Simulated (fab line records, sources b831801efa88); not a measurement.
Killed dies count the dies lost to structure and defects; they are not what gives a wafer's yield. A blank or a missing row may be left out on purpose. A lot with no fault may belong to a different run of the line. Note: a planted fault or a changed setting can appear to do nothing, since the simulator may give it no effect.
fab line records	flow gf180mcu
record lots=14	wafers=42	lastDay=34
route steps=602 shown M4@456 V4@491
lots with no fault: from the same line, run without faults
startH: hours from the record's first day to the start of the lot's first wafer shown	waitH: hours since the lot's step before	" repeats the value in the row above	L1.1+2: one row covering several wafers at once	- no value, or no start given	* or withheld: withheld	< > ~ a bound
route shown NAME@n: NAME is a module with steps in the file, n the number in the route of the first one	usual: mean/standard deviation taken from wafers without a fault	same: alike in all rows	chamber/n: place in a boat	sites: the reading at each site	_std_site: the standard deviation of these	_edge_site: outer sites' mean less inner sites'	radiusMm: for every site, how far away it sits from the centre of the wafer	mask NAME#n: copy n	behind: the last tool/chamber to shape the wafer	hold: why the lot went on hold/how many hours it stayed there/how the hold came to an end	device: transistor that didn't switch, given as n, p or np	end of line: the route-end tests of the same wafers	a step with no rows: only its recipe	killed: the dies lost at the first sort to structure and to defects; this is not the yield of the wafer	map: dies across one wafer; x = killed, . = not, _ = none there
set.NAME: the run value of the setting; set.NAME@STEP: its run value at that earlier step	model.NAME: the simulator's own value behind a step, which no gauge read
one table for each step of the route and one row for each wafer, over a sample of lots
services: when a tool's chamber went out of use (startH, in hours from the record's first day, below 0 if earlier), for how many hours, and the reason
## steps
# step GF_M4_SPUTTER_00
# recipe material=Ti	targetThkNm=37.5	arrivingIonEnergyEv=80	substrateTempC=200	chamberPressurePa=2	powerW=4000	timeS=150
# usual substrateTempC=199.98/0.18	throttleValvePct=29.8/0.87
lot.wafer	tool	chamber	startH	waitH	substrateTempC	throttleValvePct
L753.1	pvdSputter-01	-	513.50	0.2	200.04	30.2
L753.4	"	-	"	"	200.36	30.5
L753.6	"	-	"	"	200.14	28.1
L755.1	pvdSputter-04	-	532.41	0.1	199.96	29.9
L755.2	"	-	"	"	200.06	30.5
L755.3	"	-	"	"	200.11	28.5
L757.1	pvdSputter-02	-	552.92	0.2	199.72	30.0
L757.3	"	-	"	"	200.11	29.6
L757.5	"	-	"	"	200.32	28.7
L758.1	pvdSputter-02	-	560.55	0.2	199.95	29.5
L758.5	"	-	"	"	200.14	30.0
L758.6	"	-	"	"	199.98	29.2
L759.3	pvdSputter-02	-	564.27	0.1	199.78	29.4
L759.4	"	-	"	"	200.10	30.0
L759.6	"	-	"	"	199.89	29.1
L760.1	pvdSputter-04	-	573.02	0.2	199.93	30.1
L760.4	"	-	"	"	200.21	28.6
L760.6	"	-	"	"	200.03	30.4
L761.1	pvdSputter-02	-	592.91	0.1	199.43	31.1
L761.2	"	-	"	"	200.05	28.7
L761.4	"	-	"	"	199.89	29.9
L762.3	pvdSputter-01	-	593.59	0.1	200.34	28.3
L762.5	"	-	"	"	200.11	28.2
L762.6	"	-	"	"	199.92	30.9
L765.1	pvdSputter-01	-	619.93	0.2	199.85	30.8
L765.2	"	-	"	"	199.83	28.6
L765.3	"	-	"	"	199.73	29.9
L769.2	pvdSputter-02	-	641.68	0.1	199.95	31.0
L769.3	"	-	"	"	199.81	30.4
L769.4	"	-	"	"	200.19	29.5
L770.2	pvdSputter-01	-	646.93	0.1	199.99	30.0
L770.4	"	-	"	"	200.04	30.2
L770.6	"	-	"	"	200.00	29.6
L773.1	pvdSputter-01	-	672.98	0.2	199.98	30.2
L773.2	"	-	"	"	199.80	30.7
L773.3	"	-	"	"	200.07	30.1
L775.1	pvdSputter-01	-	682.72	0.1	200.21	30.6
L775.3	"	-	"	"	199.99	28.3
L775.5	"	-	"	"	199.77	30.2
L776.3	pvdSputter-02	-	690.72	0.2	199.98	30.1
L776.4	"	-	"	"	200.34	29.6
L776.6	"	-	"	"	200.14	30.8
# step GF_M4_THK_MEAS_06
# recipe thkMeasGauge=xrf	reads=AlCu_of_M4_SPUTTER_02
# usual M4_ALCU_THK=448/5
lot.wafer	tool	chamber	startH	waitH	M4_ALCU_THK[nm]
L753.1	filmMetro-02	-	513.84	0.1	442
L753.4	"	-	"	"	443
L753.6	"	-	"	"	441
L755.1	filmMetro-03	-	532.75	0.1	454
L755.2	"	-	"	"	453
L755.3	"	-	"	"	453
L757.1	filmMetro-03	-	553.26	0.1	454
L757.3	"	-	"	"	450
L757.5	"	-	"	"	450
L758.1	filmMetro-04	-	560.89	0.1	453
L758.5	"	-	"	"	451
L758.6	"	-	"	"	447
L759.3	filmMetro-03	-	564.63	0.1	454
L759.4	"	-	"	"	457
L759.6	"	-	"	"	458
L760.1	filmMetro-04	-	573.36	0.1	455
L760.4	"	-	"	"	452
L760.6	"	-	"	"	454
L761.1	filmMetro-03	-	593.25	0.1	450
L761.2	"	-	"	"	451
L761.4	"	-	"	"	447
L762.3	filmMetro-02	-	593.95	0.1	444
L762.5	"	-	"	"	440
L762.6	"	-	"	"	446
L765.1	filmMetro-03	-	620.27	0.1	443
L765.2	"	-	"	"	443
L765.3	"	-	"	"	443
L769.2	filmMetro-03	-	642.03	0.1	447
L769.3	"	-	"	"	442
L769.4	"	-	"	"	441
L770.2	filmMetro-04	-	647.28	0.1	447
L770.4	"	-	"	"	444
L770.6	"	-	"	"	447
L773.1	filmMetro-03	-	673.32	0.1	450
L773.2	"	-	"	"	452
L773.3	"	-	"	"	449
L775.1	filmMetro-02	-	683.06	0.1	446
L775.3	"	-	"	"	442
L775.5	"	-	"	"	444
L776.3	filmMetro-02	-	691.08	0.1	441
L776.4	"	-	"	"	440
L776.6	"	-	"	"	448
# step GF_M4_METAL_ETCH_16
# recipe chemistry=Cl2/BCl3	maskMaterial=KrF	targetDepthNm=750.8	stopOn=SiO2	pressureMtorr=8	icpW=800	biasW=140	Cl2_flow_sccm=80	bcl3FlowSccm=40	timeS=125.1
# usual chamberPressureMTorr=7.999/0.0081	drypumpMotorCurrentA=5.9/0.31	oesProductAu=0.991/0.0051	throttleValvePct=28.229/0.0098
lot.wafer	tool	chamber	startH	waitH	chamberPressureMTorr	drypumpMotorCurrentA	oesProductAu	rfHoursCounterH	throttleValvePct
L753.1	rieMetal-03	1	536.46	0.0	7.989	5.7	0.994	3	28.210
L753.4	"	0	"	"	8.007	6.2	0.995	-	28.202
L753.6	"	0	"	"	8.023	6.2	0.990	-	28.224
L755.1	rieMetal-04	1	555.27	0.0	7.993	6.3	0.993	12	28.238
L755.2	"	0	"	"	8.000	5.6	0.991	5	28.231
L755.3	"	1	"	"	8.004	6.3	0.986	-	28.219
L757.1	rieMetal-03	0	574.96	0.0	8.000	6.2	0.991	10	28.211
L757.3	"	0	"	"	8.004	6.2	0.987	-	28.217
L757.5	"	1	"	"	7.998	5.8	0.992	-	28.224
L758.1	rieMetal-04	1	583.52	0.0	7.992	6.3	0.989	13	28.224
L758.5	"	0	"	"	8.005	5.6	0.998	-	28.225
L758.6	"	1	"	"	8.007	6.3	0.991	-	28.234
L759.3	rieMetal-03	0	586.60	0.1	7.996	6.2	0.988	-	28.238
L759.4	"	1	"	"	7.991	5.8	0.992	-	28.229
L759.6	"	0	"	"	7.986	6.2	0.982	-	28.236
L760.1	rieMetal-04	0	594.52	0.0	7.988	5.6	0.996	6	28.246
L760.4	"	1	"	"	8.010	6.3	0.987	-	28.235
L760.6	"	1	"	"	7.990	6.3	0.992	-	28.222
L761.1	rieMetal-02	0	613.52	0.0	7.997	5.6	0.993	10	28.219
L761.2	"	1	"	"	7.999	5.9	0.988	3	28.237
L761.4	"	1	"	"	8.007	5.9	0.991	-	28.230
L762.3	rieMetal-04	0	614.50	0.1	8.001	5.5	0.997	-	28.218
L762.5	"	0	"	"	8.018	5.5	0.987	-	28.227
L762.6	"	0	"	"	7.995	5.6	0.995	-	28.218
L765.1	rieMetal-04	1	640.51	0.0	8.001	6.3	0.994	0	28.234
L765.2	"	0	"	"	7.989	5.6	0.992	9	28.223
L765.3	"	0	"	"	7.997	5.5	0.985	-	28.218
L769.2	rieMetal-04	1	661.56	0.0	7.996	6.3	0.798	1	28.443
L769.3	"	0	"	"	7.999	5.5	0.810	-	28.431
L769.4	"	1	"	"	7.986	6.3	0.987	-	28.233
L770.2	rieMetal-04	1	666.36	0.0	7.998	6.3	0.809	1	28.437
L770.4	"	0	"	"	8.008	5.5	0.998	-	28.228
L770.6	"	0	"	"	8.005	5.6	0.991	-	28.232
L773.1	rieMetal-03	0	692.41	0.0	7.999	6.2	0.993	14	28.236
L773.2	"	1	"	"	8.009	5.8	0.988	8	28.233
L773.3	"	1	"	"	8.007	5.8	0.990	-	28.229
L775.1	rieMetal-02	1	702.21	0.0	8.006	5.9	0.991	6	28.224
L775.3	"	1	"	"	7.972	5.9	0.993	-	28.248
L775.5	"	1	"	"	7.987	5.9	0.986	-	28.234
L776.3	rieMetal-03	1	709.55	0.1	7.998	5.7	0.993	-	28.214
L776.4	"	1	"	"	7.996	5.8	0.999	-	28.240
L776.6	"	1	"	"	8.008	5.8	0.993	-	28.231
# step GF_M4_STRIP_17
# recipe chemistry=O2/N2	powerW=1400	pressureMtorr=1500	platenTempC=250	o2FlowSccm=3000	n2FlowSccm=300	overashFraction=0.5
# usual chamberPressureMTorr=1500.2/1.4	drypumpMotorCurrentA=5.7/0.33	heaterPowerW=336/15	o2FlowSccm=2999/10	oesProductAu=0.538/0.0051	platenTempC=250.01/0.18	stripTimeToEndpointS=7.38/0.042
lot.wafer	tool	chamber	startH	waitH	chamberPressureMTorr	drypumpMotorCurrentA	heaterPowerW	o2FlowSccm	oesProductAu	platenTempC	rfHoursCounterH	stripTimeToEndpointS
L753.1	plasmaAsher-03	0	536.59	0.1	1498.4	5.7	324	2994	0.538	249.94	70	7.34
L753.4	"	1	"	"	1501.6	5.3	341	2992	0.539	249.84	-	7.39
L753.6	"	1	"	"	1500.8	5.4	339	3008	0.532	250.10	-	7.36
L755.1	plasmaAsher-02	1	555.40	0.1	1500.0	5.7	341	2991	0.533	250.28	44	7.39
L755.2	"	0	"	"	1498.5	6.4	321	3012	0.537	249.97	44	7.40
L755.3	"	1	"	"	1499.1	5.7	357	3007	0.533	250.11	-	7.39
L757.1	plasmaAsher-03	0	575.09	0.1	1499.0	5.7	342	3000	0.533	250.10	74	7.38
L757.3	"	0	"	"	1498.6	5.7	327	2991	0.548	249.69	-	7.37
L757.5	"	1	"	"	1502.5	5.4	334	2991	0.526	249.81	-	7.34
L758.1	plasmaAsher-02	0	583.64	0.1	1500.4	6.3	315	2995	0.536	249.93	47	7.38
L758.5	"	1	"	"	1500.1	5.7	356	3006	0.541	249.69	-	7.34
L758.6	"	0	"	"	1498.9	6.3	315	2994	0.541	250.05	-	7.38
L759.3	plasmaAsher-03	0	586.72	0.1	1499.3	5.7	330	2997	0.534	249.91	-	7.38
L759.4	"	1	"	"	1500.3	5.4	344	2993	0.536	250.04	-	7.34
L759.6	"	1	"	"	1499.6	5.4	336	2993	0.543	250.01	-	7.43
L760.1	plasmaAsher-02	0	594.64	0.1	1499.3	6.4	319	3017	0.529	250.11	48	7.32
L760.4	"	1	"	"	1500.6	5.7	354	2995	0.546	249.95	-	7.41
L760.6	"	1	"	"	1504.2	5.7	360	2996	0.534	250.14	-	7.38
L761.1	plasmaAsher-03	0	613.64	0.1	1499.4	5.8	336	2970	0.543	249.92	78	7.34
L761.2	"	1	"	"	1498.1	5.4	338	2995	0.540	249.92	78	7.34
L761.4	"	1	"	"	1499.3	5.4	339	2999	0.533	250.13	-	7.35
L762.3	plasmaAsher-03	0	614.70	0.2	1501.6	5.8	334	3001	0.533	249.84	-	7.30
L762.5	"	1	"	"	1499.0	5.4	342	3009	0.536	250.15	-	7.30
L762.6	"	0	"	"	1498.6	5.7	337	3005	0.541	249.70	-	7.29
L765.1	plasmaAsher-02	1	640.64	0.1	1498.4	5.7	344	3005	0.539	250.29	53	7.36
L765.2	"	0	"	"	1500.6	6.4	316	3007	0.532	250.17	53	7.35
L765.3	"	0	"	"	1498.9	6.4	321	2999	0.535	249.87	-	7.36
L769.2	plasmaAsher-03	0	661.69	0.1	1501.6	5.7	324	2996	0.573	250.02	83	8.31
L769.3	"	1	"	"	1500.2	5.3	343	3010	0.574	249.95	-	8.26
L769.4	"	0	"	"	1503.0	5.7	330	3003	0.542	250.17	-	7.40
L770.2	plasmaAsher-02	0	666.49	0.1	1498.8	6.4	317	3001	0.574	250.13	55	8.34
L770.4	"	0	"	"	1502.4	6.4	322	3005	0.539	250.24	-	7.36
L770.6	"	0	"	"	1497.8	6.4	308	3004	0.548	250.29	-	7.41
L773.1	plasmaAsher-03	1	692.54	0.1	1500.1	5.3	341	3005	0.534	250.01	86	7.45
L773.2	"	0	"	"	1501.1	5.7	335	3018	0.533	250.01	86	7.37
L773.3	"	1	"	"	1502.2	5.4	345	2998	0.538	249.91	-	7.38
L775.1	plasmaAsher-03	0	702.47	0.2	1499.6	5.7	342	2990	0.537	249.79	87	7.47
L775.3	"	1	"	"	1500.9	5.3	340	2998	0.541	249.76	-	7.49
L775.5	"	0	"	"	1500.4	5.7	325	2987	0.541	250.02	-	7.45
L776.3	plasmaAsher-01	1	709.75	0.2	1500.0	5.7	362	2994	0.540	250.30	-	7.37
L776.4	"	0	"	"	1500.9	6.0	307	2990	0.538	249.84	-	7.40
L776.6	"	1	"	"	1499.5	5.7	369	3003	0.533	250.22	-	7.41
# step GF_V4_OVL_MEAS_15
# usual V4_OVL=1/4.2
lot.wafer	tool	chamber	startH	waitH	V4_OVL[nm]
L753.1	overlay-02	-	560.73	0.1	7
L753.4	"	-	"	"	7
L753.6	"	-	"	"	4
L755.1	overlay-02	-	579.18	0.1	-1
L755.2	"	-	"	"	3
L755.3	"	-	"	"	-2
L757.1	overlay-01	-	598.43	0.1	3
L757.3	"	-	"	"	11
L757.5	"	-	"	"	8
L758.1	overlay-02	-	605.53	0.1	2
L758.5	"	-	"	"	-2
L758.6	"	-	"	"	-2
L759.3	overlay-02	-	609.29	0.1	-1
L759.4	"	-	"	"	-2
L759.6	"	-	"	"	8
L760.1	overlay-01	-	616.53	0.1	-5
L760.4	"	-	"	"	-6
L760.6	"	-	"	"	-3
L761.1	overlay-02	-	634.27	0.1	2
L761.2	"	-	"	"	-5
L761.4	"	-	"	"	-6
L762.3	overlay-02	-	636.74	0.1	0
L762.5	"	-	"	"	0
L762.6	"	-	"	"	-4
L765.1	overlay-01	-	661.78	0.1	3
L765.2	"	-	"	"	1
L765.3	"	-	"	"	5
L769.4	overlay-01	-	682.29	0.1	8
L770.4	overlay-02	-	687.59	0.1	4
L770.6	"	-	"	"	-2
L773.1	overlay-02	-	712.18	0.1	-2
L773.2	"	-	"	"	1
L773.3	"	-	"	"	7
L775.1	overlay-01	-	721.48	0.1	-1
L775.3	"	-	"	"	-2
L775.5	"	-	"	"	2
L776.3	overlay-01	-	728.39	0.1	0
L776.4	"	-	"	"	1
L776.6	"	-	"	"	6
## services
tool	chamber	startH	hours	kind
rieMetal-04	-	492.66	1.5	repair
rieMetal-04	0	508.57	6.4	repair
pvdSputter-02	-	511.06	2.5	repair
rieMetal-03	0	514.58	1.2	repair
plasmaAsher-02	-	521.08	2.7	repair
pvdSputter-01	-	528.52	4.2	repair
rieMetal-02	-	532.96	2.8	pm
pvdSputter-04	-	550.07	0.8	repair
pvdSputter-04	3	593.17	-	consumableReplace:kit
pvdSputter-04	3	593.17	18.0	scheduledDown
pvdSputter-01	2	602.66	-	consumableReplace:kit
pvdSputter-01	2	602.66	18.0	scheduledDown
pvdSputter-01	2	602.66	18.0	ventCycle
rieMetal-04	1	611.53	-	clean
rieMetal-04	1	611.53	17.4	scheduledDown
rieMetal-04	1	611.53	17.4	ventCycle
rieMetal-02	0	641.52	4.9	repair
pvdSputter-02	3	641.90	-	consumableReplace:kit
pvdSputter-02	3	641.90	18.0	scheduledDown
pvdSputter-02	3	641.90	18.0	ventCycle
rieMetal-03	0	695.79	-	clean
rieMetal-03	0	695.79	22.6	scheduledDown
rieMetal-03	0	695.79	22.6	ventCycle
rieMetal-02	0	696.74	16.8	repair
## key
firstSign step=GF_M4_METAL_ETCH_16	reading=oesProductAu	direction=down	sigmas=37	usual=0.991	struck=0.806
effect step=GF_M4_METAL_ETCH_16	reading=throttleValvePct	direction=up	sigmas=21	usual=28.229	struck=28.437
effect step=GF_M4_STRIP_17	reading=stripTimeToEndpointS	direction=up	sigmas=22	usual=*	struck=*
metAt GF_M4_METAL_ETCH_16
struckLots L769,L770
struckWafers L769.2,L769.3,L770.2
laterRowsLeftOut L769.2,L769.3,L770.2
sortLeftOut L769.2,L769.3,L770.2
notActingAt GF_M4_SPUTTER_00,GF_M4_THK_MEAS_06,GF_V4_OVL_MEAS_15
onsetBetween 640.51 661.56
fault kind=processParameterDrift	tool=rieMetal-04	chamber=-	onsetH=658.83	steps=GF_M4_METAL_ETCH_16	channel=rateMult	offset=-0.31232	shape=step	endH=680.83	scope=struckWafersOnly
# sortLeftOut: the simulated sort isn't trusted on such a fault, so these wafers' sort isn't shown, and their yield isn't known
# laterRowsLeftOut: the simulator's readings of these wafers behind a module that went badly wrong aren't trusted and aren't shown, but for the sort
